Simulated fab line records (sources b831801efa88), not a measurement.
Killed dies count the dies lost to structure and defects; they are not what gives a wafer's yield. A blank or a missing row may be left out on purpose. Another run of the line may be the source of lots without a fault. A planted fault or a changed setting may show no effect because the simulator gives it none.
What tool caused it?    flow gf180mcu    33 wafers from 11 lots sampled at 5 of the route's 602 steps

WHAT THE GAUGES READ, wafer by wafer
GF_MVSD_TW_MEAS_11. Usual: MVSD_TW gives 1577 (standard deviation 15).
lot   measured      on             MVSD_TW         flag
L808  day 4 10:32   film-metro-04  1559 1566 1564  
L811  day 5 03:58   film-metro-04  1573 1571 1570  
L818  day 6 20:26   film-metro-03  1590 1590 1597  
L819  day 7 03:55   film-metro-04  1571 1577 1570  
L822  day 7 21:55   film-metro-02  1558 1563 1558  
L823  day 8 04:17   film-metro-03  1584 1603 1599  
L824  day 8 07:39   film-metro-03  1598 1591 1590  
L827  day 9 01:57   film-metro-03  1599 1600 1600  
L828  day 9 07:10   film-metro-02  1563 1568 1568  
L830  day 9 20:19   film-metro-04  1566 1567 1568  
L831  day 10 01:47  film-metro-03  1600 1593 1596  

GF_PSD_RS_MEAS_14: the measuring method here is four-point-probe. Usual: NSD_RS gives 46.20 ohm/sq (standard deviation 0.098).
lot   measured      on             NSD_RS (ohm/sq)    flag
L808  day 14 04:49  film-metro-01  46.24 46.03 46.20  
L811  day 15 11:47  film-metro-03  46.23 46.15 46.24  
L818  day 17 19:19  film-metro-02  52.19 52.29 52.09  OFF
L819  day 18 04:49  film-metro-03  52.20 52.43 52.22  OFF
L822  day 19 10:03  film-metro-03  46.20 46.12 46.17  
L823  day 19 22:08  film-metro-02  46.16 46.07 46.23  
L824  day 19 22:41  film-metro-01  46.23 46.37 46.36  
L827  day 20 22:20  film-metro-01  46.23 46.35 46.27  
L828  day 21 05:53  film-metro-02  46.15 46.17 46.06  
L830  day 22 00:10  film-metro-02  46.32 46.24 46.17  
L831  day 22 05:04  film-metro-01  46.24 46.28 46.22  

GF_CONTACT_THK_MEAS_03. Usual: CONTACT_CVD_02_THK gives 861 nm (standard deviation 10).
lot   measured      on             CONTACT_CVD_02_THK (nm)  flag
L808  day 15 03:17  film-metro-04  870 885 866              
L811  day 16 10:17  film-metro-03  846 857 863              
L818  day 18 20:19  film-metro-03  858 859 883              
L819  day 19 05:29  film-metro-03  836 858 865              
L822  day 20 11:22  film-metro-02  849 844 868              
L823  day 20 23:22  film-metro-03  868 863 876              
L824  day 20 23:44  film-metro-04  863 872 866              
L827  day 21 23:20  film-metro-03  855 869 867              
L828  day 22 07:04  film-metro-04  866 875 864              
L830  day 23 00:29  film-metro-02  852 860 867              
L831  day 23 05:34  film-metro-02  848 873 869              

TOOL THAT RAN EACH LOT (tool first, then ch and the chambers of the sampled wafers, then the start)
lot   GF_NSD_IMPLANT_10                GF_NSD_STRIP_11
L808  implanter-01 ch 0, day 13 07:44  plasma-asher-04 ch 0,1, day 13 07:51
L811  implanter-02 ch 0, day 14 14:07  plasma-asher-04 ch 0, day 14 14:14
L818  implanter-02 ch 0, day 16 19:19  plasma-asher-01 ch 0,1, day 16 19:28
L819  implanter-02 ch 0, day 17 05:19  plasma-asher-01 ch 0,1, day 17 05:28
L822  implanter-01 ch 0, day 18 10:38  plasma-asher-04 ch 0, day 18 10:47
L823  implanter-01 ch 0, day 18 21:16  plasma-asher-03 ch 1, day 18 21:25
L824  implanter-01 ch 0, day 18 21:53  plasma-asher-03 ch 0,1, day 18 22:01
L827  implanter-01 ch 0, day 19 21:43  plasma-asher-04 ch 0,1, day 19 21:50
L828  implanter-02 ch 0, day 20 05:14  plasma-asher-04 ch 0,1, day 20 05:20
L830  implanter-01 ch 0, day 21 00:16  plasma-asher-01 ch 0,1, day 21 00:22
L831  implanter-01 ch 0, day 21 05:07  plasma-asher-03 ch 0,1, day 21 05:16
- GF_NSD_IMPLANT_10
- GF_NSD_STRIP_11: strips in O2/N2.

WHAT THE TOOLS THEMSELVES READ (means of the sampled wafers that have a number; where no wafer has one, the mark that the record gives instead)
GF_NSD_IMPLANT_10. Usual: beam-on-s 9.95 s, standard deviation 0.2; dose-ions-cm2 5.001e+14, standard deviation 5.6e+11; end-station-pressure-torr 7.3e-06 Torr, standard deviation 3.7e-07; faraday-current-uA 2799, standard deviation 54; tilt-deg 7.005 degrees, standard deviation 0.022.
lot   tool          beam-on-s (s)  dose-ions-cm2  end-station-pressure-torr (Torr)  faraday-current-uA  tilt-deg (degrees)  flag
L808  implanter-01  9.81           5.011e+14      7.2e-06                           2831                7.001               
L811  implanter-02  10.02          5.001e+14      7.1e-06                           2785                6.996               
L818  implanter-02  10.21          4.980e+13      5.3e-06                           275                 6.991               OFF
L819  implanter-02  10.02          5.013e+13      5.1e-06                           280                 7.025               OFF
L822  implanter-01  9.69           4.997e+14      7.4e-06                           2864                6.983               
L823  implanter-01  9.82           5.005e+14      7.3e-06                           2834                6.980               
L824  implanter-01  9.86           5.005e+14      7.2e-06                           2819                7.001               
L827  implanter-01  9.76           4.997e+14      7.4e-06                           2845                7.037               
L828  implanter-02  10.14          5.004e+14      7.5e-06                           2749                7.040               
L830  implanter-01  9.86           4.996e+14      7.3e-06                           2820                6.988               
L831  implanter-01  9.92           4.997e+14      7.3e-06                           2809                7.007               

GF_NSD_STRIP_11. Usual: drypump-motor-current-A 5.7 A, standard deviation 0.49; heater-power-w 318 W, standard deviation 33; oes-product-au 0.487 a.u., standard deviation 0.0043; strip-time-to-endpoint-s 22.96 s, standard deviation 0.04.
lot   tool             drypump-motor-current-A (A)  heater-power-w (W)  oes-product-au (a.u.)  strip-time-to-endpoint-s (s)  flag
L808  plasma-asher-04  5.5                          311                 0.480                  22.93                         
L811  plasma-asher-04  5.6                          322                 0.486                  22.99                         
L818  plasma-asher-01  5.5                          320                 0.495                  22.45                         OFF
L819  plasma-asher-01  5.7                          352                 0.487                  22.47                         OFF
L822  plasma-asher-04  5.7                          323                 0.490                  23.02                         
L823  plasma-asher-03  6.6                          361                 0.486                  22.94                         
L824  plasma-asher-03  6.6                          332                 0.485                  22.95                         
L827  plasma-asher-04  5.5                          310                 0.487                  22.97                         
L828  plasma-asher-04  5.4                          296                 0.488                  22.94                         
L830  plasma-asher-01  5.5                          317                 0.487                  22.99                         
L831  plasma-asher-03  6.6                          333                 0.488                  22.89                         

THE ANSWER, worked out from the rows above alone
Rule: lot off if the mean of its wafers having a number is beyond 3 standard deviations from the usual mean. A lot without any number at a reading at which 4 lots or more have one is off too. All remaining lots with rows at the step are treated as sound. After the gauges, taken in route order, come the tools' own readings; for these a lot's mean is taken, as printed above. At the first step where some lot is off, the reading lying furthest off is the one used; lots without a number count as furthest.
Off: at GF_PSD_RS_MEAS_14 (NSD_RS), L818, L819.
If a tool, at a process step before that reading, ran all the lots that are off and no sound lot after the first of them, it fits. The gauges at GF_PSD_RS_MEAS_14 aren't tried: what is off there is off at GF_NSD_IMPLANT_10 too, on other tools, and a gauge's error can't cause that. No candidate that was tried fits.

WHAT THE SIMULATOR PUT IN
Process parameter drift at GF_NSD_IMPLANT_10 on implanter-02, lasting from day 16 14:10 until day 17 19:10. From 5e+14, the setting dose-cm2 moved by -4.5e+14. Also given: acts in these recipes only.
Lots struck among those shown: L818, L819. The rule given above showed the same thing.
